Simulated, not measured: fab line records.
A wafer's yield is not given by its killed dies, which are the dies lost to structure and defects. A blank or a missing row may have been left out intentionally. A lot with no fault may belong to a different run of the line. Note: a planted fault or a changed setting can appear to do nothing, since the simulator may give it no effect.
What tool caused it? / flow sky130 / at 1 step of a route of 708, 12 lots with 36 wafers sampled

## WHAT THE GAUGES SHOWED, per wafer
SKY_LI_CONTACT_OVL_MEAS_13. Usual: LI_CONTACT_OVL typically reads 2 nm, with standard deviation 5.9.
lot=L677; measured=day 29 16:30; on=overlay-01; LI_CONTACT_OVL (nm)=-7 -3 -1; flag=
lot=L680; measured=day 30 20:53; on=overlay-02; LI_CONTACT_OVL (nm)=0 4 7; flag=
lot=L682; measured=day 31 16:29; on=overlay-02; LI_CONTACT_OVL (nm)=8 0 4; flag=
lot=L683; measured=day 31 17:37; on=overlay-02; LI_CONTACT_OVL (nm)=11 1 -4; flag=
lot=L684; measured=day 32 19:57; on=overlay-01; LI_CONTACT_OVL (nm)=-8 -11 -2; flag=
lot=L685; measured=day 32 21:03; on=overlay-02; LI_CONTACT_OVL (nm)=9 -3 4; flag=
lot=L690; measured=day 34 11:40; on=overlay-01; LI_CONTACT_OVL (nm)=10 3 10; flag=
lot=L691; measured=day 34 12:50; on=overlay-02; LI_CONTACT_OVL (nm)=4 6 -6; flag=
lot=L693; measured=day 35 08:28; on=overlay-02; LI_CONTACT_OVL (nm)=0 10 7; flag=
lot=L696; measured=day 36 07:47; on=overlay-02; LI_CONTACT_OVL (nm)=5 5 8; flag=
lot=L698; measured=day 36 11:08; on=overlay-01; LI_CONTACT_OVL (nm)=-2 6 -1; flag=
lot=L697; measured=day 36 12:57; on=overlay-02; LI_CONTACT_OVL (nm)=-5 -2 2; flag=

## EACH LOT AND THE TOOL THAT RAN IT (in order: tool; ch and the chambers of the sampled wafers; start)
There is no process step in the record ahead of these readings.

## AS READ BY THE TOOLS THEMSELVES (means over the sampled wafers that have a number; for cases with no such wafer, the mark the record gives instead)
The record holds no such reading with a usual standard deviation.

## THE ANSWER, worked out from the rows above alone
Rule: lot off if the mean of its wafers having a number is beyond 3 standard deviations from the usual mean. Also off: a lot with no number at a reading for which 4 or more lots have one. Where the step has rows for the other lots, those lots are counted as sound. After the gauges, taken in route order, come the tools' own readings; for these a lot's mean is taken, as printed above. The first step at which some lot is off is used, and at that step the reading that is off furthest; a lot without a number counts as furthest.
None of the lots is off at any reading shown; this tells nothing.

## WHAT WAS PUT IN BY THE SIMULATOR
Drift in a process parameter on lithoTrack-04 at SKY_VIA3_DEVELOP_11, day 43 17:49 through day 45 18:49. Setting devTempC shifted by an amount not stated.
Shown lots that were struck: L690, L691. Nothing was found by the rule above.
